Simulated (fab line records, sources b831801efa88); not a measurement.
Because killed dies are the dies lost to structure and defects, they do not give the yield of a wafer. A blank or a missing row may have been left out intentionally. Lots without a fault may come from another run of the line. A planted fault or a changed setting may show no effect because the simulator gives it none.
The same fault as seen by 2 desks -- flow gf180mcu -- only its own numbers are on each desk; what lay behind them is given at the end

## FOR THE TOOL OWNER'S DESK: rie_metal-04
The tool's own readings at GF_M4_METAL_ETCH_16 (etches the open film in Cl2/BCl3, stops on SiO2, target depth 750.8 nm, time 125.1 s): means of the sampled wafers that have a number, for each lot that ran on this tool. Marked OUT: a lot whose mean sits more than 4 standard deviations from the usual mean, which makes it out of limits; the brackets give that distance.
Columns: A = bcl3_flow_sccm at GF_M4_METAL_ETCH_16, usual 40.01 sccm; B = bias_w at GF_M4_METAL_ETCH_16, usual 140.1 W; C = drypump_motor_current_A at GF_M4_METAL_ETCH_16, usual 5.5 A; D = oes_product_au at GF_M4_METAL_ETCH_16, usual 0.993 a.u.; E = throttle_valve_pct at GF_M4_METAL_ETCH_16, usual 28.226 %
lot,first seen here,A,B,C,D,E
L508,day 23 01:32,39.96,140.2,5.6,0.991,28.232
L510,day 23 22:05,40.08,140.3,5.9,0.987,28.227
L514,day 25 13:50,40.00,140.1,5.6,0.994,28.230
L515,day 26 04:08,40.01,139.9,5.2,0.997,28.226
L518,day 27 14:28,39.96,139.5,5.6,0.993,28.226
L520,day 27 19:18,39.89,140.6,5.6,0.990,28.225
L524,day 28 16:53,39.99,139.9,5.6,0.986,28.234
L527,day 29 11:05,40.02,140.7,5.9,0.992,28.229
Finding of this desk: none of the 8 lots has anything out of limits.

## THE METROLOGY DESK
Means of the sampled wafers that have a number, per lot and without regard to the tool the lot ran on: this is what the gauges read. Marked OUT: a lot whose mean sits more than 4 standard deviations from the usual mean, which makes it out of limits; the brackets give that distance.
Columns: A = V5_W_THK at GF_V5_THK_MEAS_25, usual 355 nm
lot,first seen here,A
L508,day 26 21:12,346
L510,day 27 16:46,360
L511,day 28 01:11,355
L514,day 29 03:08,352
L515,day 29 17:29,354
L517,day 30 14:29,352
L518,day 31 00:10,357
L520,day 31 04:17,355
L519,day 31 05:42,361
L524,day 31 23:21,356
L527,day 32 16:01,358
L528,day 32 19:37,359
Finding of this desk: none of the 12 lots has anything out of limits.

## TAKEN TOGETHER
The tool owner's desk saw nothing out of limits.
At the metrology desk, nothing out of limits was observed.

## WHAT THE SIMULATOR HAD PUT IN
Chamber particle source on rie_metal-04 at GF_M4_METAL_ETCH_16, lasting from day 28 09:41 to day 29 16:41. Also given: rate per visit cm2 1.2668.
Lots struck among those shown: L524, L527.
